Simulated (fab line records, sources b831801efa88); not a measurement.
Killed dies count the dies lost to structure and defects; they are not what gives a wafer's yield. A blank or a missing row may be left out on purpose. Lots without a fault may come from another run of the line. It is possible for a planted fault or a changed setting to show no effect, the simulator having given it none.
Matching of chambers :: flow gf180mcu :: 4 sister chambers for GF_V2_CMP_04 on cmp-02
The step polishes SiO2. 36 wafers are shown with their chamber, then 12 later ones without.

## EACH WAFER AND ITS CHAMBER
wafer: L074.1
chamber: 3
motor current A (A): 11.8
time to endpoint s (s): 86
slurry filter dp kPa (kPa): 13.32

wafer: L074.3
chamber: 2
motor current A (A): 15.0
time to endpoint s (s): 80
slurry filter dp kPa (kPa): 13.66

wafer: L074.5
chamber: 2
motor current A (A): 13.8
time to endpoint s (s): 90
slurry filter dp kPa (kPa): 13.75

wafer: L075.1
chamber: 0
motor current A (A): 12.3
time to endpoint s (s): 80
slurry filter dp kPa (kPa): 13.36

wafer: L075.2
chamber: 2
motor current A (A): 13.0
time to endpoint s (s): 83
slurry filter dp kPa (kPa): 13.29

wafer: L075.4
chamber: 1
motor current A (A): 14.3
time to endpoint s (s): 85
slurry filter dp kPa (kPa): 13.62

wafer: L077.3
chamber: 1
motor current A (A): 14.2
time to endpoint s (s): 74
slurry filter dp kPa (kPa): 13.43

wafer: L077.4
chamber: 0
motor current A (A): 12.5
time to endpoint s (s): 76
slurry filter dp kPa (kPa): 13.53

wafer: L077.6
chamber: 0
motor current A (A): 12.3
time to endpoint s (s): 79
slurry filter dp kPa (kPa): 13.46

wafer: L078.1
chamber: 3
motor current A (A): 12.6
time to endpoint s (s): 91
slurry filter dp kPa (kPa): 13.63

wafer: L078.2
chamber: 0
motor current A (A): 12.5
time to endpoint s (s): 81
slurry filter dp kPa (kPa): 13.45

wafer: L078.6
chamber: 1
motor current A (A): 13.9
time to endpoint s (s): 87
slurry filter dp kPa (kPa): 13.54

wafer: L079.2
chamber: 2
motor current A (A): 14.1
time to endpoint s (s): 82
slurry filter dp kPa (kPa): 13.36

wafer: L079.5
chamber: 3
motor current A (A): 11.8
time to endpoint s (s): 85
slurry filter dp kPa (kPa): 13.18

wafer: L079.6
chamber: 2
motor current A (A): 14.0
time to endpoint s (s): 86
slurry filter dp kPa (kPa): 13.33

wafer: L080.2
chamber: 1
motor current A (A): 14.3
time to endpoint s (s): 74
slurry filter dp kPa (kPa): 13.71

wafer: L080.4
chamber: 3
motor current A (A): 12.2
time to endpoint s (s): 87
slurry filter dp kPa (kPa): 13.48

wafer: L080.6
chamber: 3
motor current A (A): 12.7
time to endpoint s (s): 89
slurry filter dp kPa (kPa): 13.57

wafer: L081.2
chamber: 2
motor current A (A): 13.8
time to endpoint s (s): 86
slurry filter dp kPa (kPa): 13.72

wafer: L081.4
chamber: 1
motor current A (A): 14.5
time to endpoint s (s): 80
slurry filter dp kPa (kPa): 13.52

wafer: L081.5
chamber: 3
motor current A (A): 12.3
time to endpoint s (s): 82
slurry filter dp kPa (kPa): 13.48

wafer: L084.4
chamber: 0
motor current A (A): 12.5
time to endpoint s (s): 87
slurry filter dp kPa (kPa): 13.38

wafer: L084.5
chamber: 0
motor current A (A): 12.3
time to endpoint s (s): 78
slurry filter dp kPa (kPa): 13.97

wafer: L084.6
chamber: 1
motor current A (A): 13.8
time to endpoint s (s): 78
slurry filter dp kPa (kPa): 13.55

wafer: L086.1
chamber: 1
motor current A (A): 13.8
time to endpoint s (s): 80
slurry filter dp kPa (kPa): 13.63

wafer: L086.2
chamber: 0
motor current A (A): 12.4
time to endpoint s (s): 74
slurry filter dp kPa (kPa): 13.54

wafer: L086.3
chamber: 2
motor current A (A): 14.0
time to endpoint s (s): 79
slurry filter dp kPa (kPa): 13.45

wafer: L087.2
chamber: 1
motor current A (A): 14.0
time to endpoint s (s): 70
slurry filter dp kPa (kPa): 13.84

wafer: L087.3
chamber: 2
motor current A (A): 14.2
time to endpoint s (s): 86
slurry filter dp kPa (kPa): 13.40

wafer: L087.6
chamber: 1
motor current A (A): 14.4
time to endpoint s (s): 79
slurry filter dp kPa (kPa): 13.59

wafer: L088.2
chamber: 1
motor current A (A): 14.2
time to endpoint s (s): 73
slurry filter dp kPa (kPa): 13.23

wafer: L088.3
chamber: 2
motor current A (A): 13.8
time to endpoint s (s): 84
slurry filter dp kPa (kPa): 13.77

wafer: L088.5
chamber: 2
motor current A (A): 12.8
time to endpoint s (s): 84
slurry filter dp kPa (kPa): 13.36

wafer: L091.1
chamber: 2
motor current A (A): 13.0
time to endpoint s (s): 76
slurry filter dp kPa (kPa): 13.76

wafer: L091.2
chamber: 0
motor current A (A): 12.7
time to endpoint s (s): 64
slurry filter dp kPa (kPa): 13.61

wafer: L091.4
chamber: 1
motor current A (A): 13.8
time to endpoint s (s): 71
slurry filter dp kPa (kPa): 13.49

SIGNATURES, as means of the wafers listed above
reading: motor current A
chamber 0: 12.438
chamber 1: 14.109
chamber 2: 13.773
chamber 3: 12.233
scatter within a chamber: 0.418

reading: time to endpoint s
chamber 0: 77.38
chamber 1: 77.36
chamber 2: 83.27
chamber 3: 86.67
scatter within a chamber: 5.04

reading: slurry filter dp kPa
chamber 0: 13.5375
chamber 1: 13.5591
chamber 2: 13.5318
chamber 3: 13.4433
scatter within a chamber: 0.18
Rule: for a wafer and a chamber, the distance is found by dividing, reading by reading, the gap between the wafer's reading and the chamber's mean by the reading's scatter, squaring, summing and taking the root. If the next closest chamber is less than 2 further off than the closest, the wafer can't be placed; otherwise it belongs to the closest. The scatter is the square root of a quotient: the sum, over the shown wafers, of each reading's squared deviation from its chamber's mean, divided by wafers minus chambers.

## WAFERS WITHOUT THEIR CHAMBER
wafer: L094.1
motor current A (A): 12.4
time to endpoint s (s): 71
slurry filter dp kPa (kPa): 13.34

wafer: L094.2
motor current A (A): 14.5
time to endpoint s (s): 73
slurry filter dp kPa (kPa): 13.30

wafer: L094.4
motor current A (A): 12.3
time to endpoint s (s): 83
slurry filter dp kPa (kPa): 13.31

wafer: L095.3
motor current A (A): 12.0
time to endpoint s (s): 74
slurry filter dp kPa (kPa): 13.71

wafer: L095.4
motor current A (A): 12.2
time to endpoint s (s): 87
slurry filter dp kPa (kPa): 13.37

wafer: L095.5
motor current A (A): 11.9
time to endpoint s (s): 92
slurry filter dp kPa (kPa): 13.58

wafer: L096.2
motor current A (A): 14.2
time to endpoint s (s): 68
slurry filter dp kPa (kPa): 13.42

wafer: L096.4
motor current A (A): 13.7
time to endpoint s (s): 76
slurry filter dp kPa (kPa): 13.29

wafer: L096.6
motor current A (A): 13.5
time to endpoint s (s): 82
slurry filter dp kPa (kPa): 13.25

wafer: L097.1
motor current A (A): 11.9
time to endpoint s (s): 82
slurry filter dp kPa (kPa): 13.32

wafer: L097.3
motor current A (A): 13.0
time to endpoint s (s): 79
slurry filter dp kPa (kPa): 13.65

wafer: L097.4
motor current A (A): 14.0
time to endpoint s (s): 84
slurry filter dp kPa (kPa): 13.44

## EACH ONE'S CHAMBER
wafer: L094.1
from the rows above: can't be placed: 0 or 3
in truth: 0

wafer: L094.2
from the rows above: can't be placed: 1 or 2
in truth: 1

wafer: L094.4
from the rows above: can't be placed: 3 or 0
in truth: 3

wafer: L095.3
from the rows above: can't be placed: 0 or 3
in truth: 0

wafer: L095.4
from the rows above: can't be placed: 3 or 0
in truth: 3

wafer: L095.5
from the rows above: can't be placed: 3 or 0
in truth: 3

wafer: L096.2
from the rows above: can't be placed: 1 or 2
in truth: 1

wafer: L096.4
from the rows above: can't be placed: 1 or 2 or 0
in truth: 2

wafer: L096.6
from the rows above: can't be placed: 2 or 1 or 0 or 3
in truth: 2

wafer: L097.1
from the rows above: can't be placed: 3 or 0
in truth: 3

wafer: L097.3
from the rows above: can't be placed: 0 or 2 or 3 or 1
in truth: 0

wafer: L097.4
from the rows above: can't be placed: 2 or 1
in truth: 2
Correct placement for 0 of the 12. Unplaceable from these rows: 12, with the true chamber sitting among the candidates in 12. Wrongly placed: 0.
